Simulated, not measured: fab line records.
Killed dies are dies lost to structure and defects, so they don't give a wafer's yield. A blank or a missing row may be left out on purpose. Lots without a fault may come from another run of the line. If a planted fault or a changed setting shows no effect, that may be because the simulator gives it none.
Struck lot and sound lot, side by side | flow sky130 | 16 steps out of a route of 708
Sound: the wafers L159.1, L159.2, L159.3. Struck: wafer L155.6 (left out: L155.5, a lot-mate that was not struck); the cause follows at the end.
Per side, at each step with rows, come the tool, then ch with its chambers, and then its first start. Under that, the readings that differ: sound wafers | struck wafers | difference of the means | sigmas: that difference in standard deviations of wafers without a fault.
alike: same words and numbers on both sides, and readings whose means sit less than 2 such deviations apart. not compared: any withheld reading, any reading some wafer has no value for, any bound like >300 that may hide the same value, and any number with overlapping values for which the record gives no deviation.
Wherever a step has rows on one side only, a row that says differs or no value, or a row with sigmas, the two part there. When numbers do not overlap yet have no deviation, they are printed without sigmas and do not part them. A reading that every wafer of one side lacks parts them only if that side has two wafers or more.

SKY_CAPM_THK_MEAS_01:
  struck on film-metro-02, day 40 02:44; sound on film-metro-01, day 41 11:37
  alike: CAPM_CVD_00_THK
SKY_CAPM_SPUTTER_02: material TiN, target thk 200 nm, time 166.7 s.
  struck on pvd-sputter-03, day 40 02:49; sound on pvd-sputter-03, day 41 11:40
  alike: throttle-valve-pct
SKY_CAPM_RS_MEAS_03: uses a four-point probe to measure.
  struck on film-metro-02, day 40 02:57; sound on film-metro-01, day 41 11:47
  alike: CAPM_TIN_RS
SKY_CAPM_THK_MEAS_04: measures by xrf.
  struck on film-metro-02, day 40 03:02; sound on film-metro-01, day 41 11:54
  alike: CAPM_TIN_THK
then, 7 steps without rows for these wafers: SKY_CAPM_DEHYDRATE_05 (time 60 s); SKY_CAPM_HMDS_06 (prime time 60 s); SKY_CAPM_COAT_07 (resist thk 1140 nm); SKY_CAPM_SOFTBAKE_08 (time 60 s); SKY_CAPM_EXPOSE_09 (exposes mask CAPM, target cd 1000 nm); SKY_CAPM_PEB_10; SKY_CAPM_DEVELOP_11 (develop time 60 s).
SKY_CAPM_OVL_MEAS_12:
  struck on overlay-01, day 41 02:52; sound on overlay-02, day 42 11:31
  alike: CAPM_OVL
SKY_CAPM_METAL_ETCH_13: etches TiN in Cl2/BCl3, stops on SiO2, target depth 220 nm, time 62.9 s.
  sound on rie-metal-04 ch 0,1, day 42 11:33; struck on rie-metal-03 ch 0, day 41 02:56
  reading                                   | sound                | struck | difference | sigmas
  drypump-motor-current-A (A)               | 6.12 5.68 6.12       | 5.52   | -0.45      | -2
  oes-product-au (a.u.)                     | 0.933 0.946 0.939    | 0.885  | -0.054     | -6
  throttle-valve-pct (%)                    | 21.906 21.907 21.896 | 21.937 | +0.034     | +3
  model.NOVOLAK_of_CAPM_COAT_07.thk-nm (nm) | 986.8 988.5 987.2    | 1018   | +30        |
  model.etch.depth-nm (nm)                  | 197.8 199.8 199.7    | 178.8  | -20.3      |
  model.CAPM.feature-depth-nm (nm)          | 197.8 199.8 199.7    | 178.8  | -20.3      |
  not compared: rf-hours-counter-h
SKY_CAPM_STRIP_14: strips in O2/N2.
  sound on plasma-asher-04 ch 0,1, day 42 11:37; struck on plasma-asher-03 ch 0, day 41 03:02
  reading                      | sound             | struck | difference | sigmas
  strip-time-to-endpoint-s (s) | 12.60 12.60 12.58 | 12.88  | +0.29      | +6
  alike: drypump-motor-current-A, oes-product-au
  not compared: rf-hours-counter-h
then, 1 step without rows for these wafers: SKY_CAPM_STRIP_15 (strips in post etch residue remover, time 1200 s).
-- the record jumps here: 8 days lie between the struck wafers' starts before and after (it left off in module CAPM and takes up again in module PAD_OPEN, whose first step shown is number 708 of the route) --
SKY_PAD_OPEN_PROBE_99:
  struck on prober-02, day 48 16:55; sound on prober-02, day 49 19:13
  reading                  | sound          | struck | difference | sigmas
  defect-limited-yield (%) | 82.3 83.5 83.7 | 0      | -83        | -46
  killed-at-other          | 1 0 0          | 413    | +413       | +99 or more
  killed-dies              | 87 81 80       | 492    | +409       | +47
  killed-on-rim            | 15 11 11       | 96     | +84        | +21
  killed-short             | 44 44 32       | 27     | -13        | -2
  sort_bin_3_pad_short (%) | 0.4 1.6 0.6    | 83.9   | +83.0      | +99 or more
  sort-n-pass              | 405 411 412    | 0      | -409       | -47
  sort-yield-pct (%)       | 82.3 83.5 83.7 | 0      | -83        | -46
  alike: killed_at_M0_to_M3, killed_at_M4_up, killed-at-contacts, killed-at-front-end, killed-open, sort_bin_5_function, sort_bin_6_memory

## WHERE THEY PART
Last at SKY_PAD_OPEN_PROBE_99 as far as this record goes, first at SKY_CAPM_METAL_ETCH_13.

WHY: what the simulator had put in
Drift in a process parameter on rie-metal-03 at SKY_CAPM_METAL_ETCH_13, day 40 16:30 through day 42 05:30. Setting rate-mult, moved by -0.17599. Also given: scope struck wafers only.
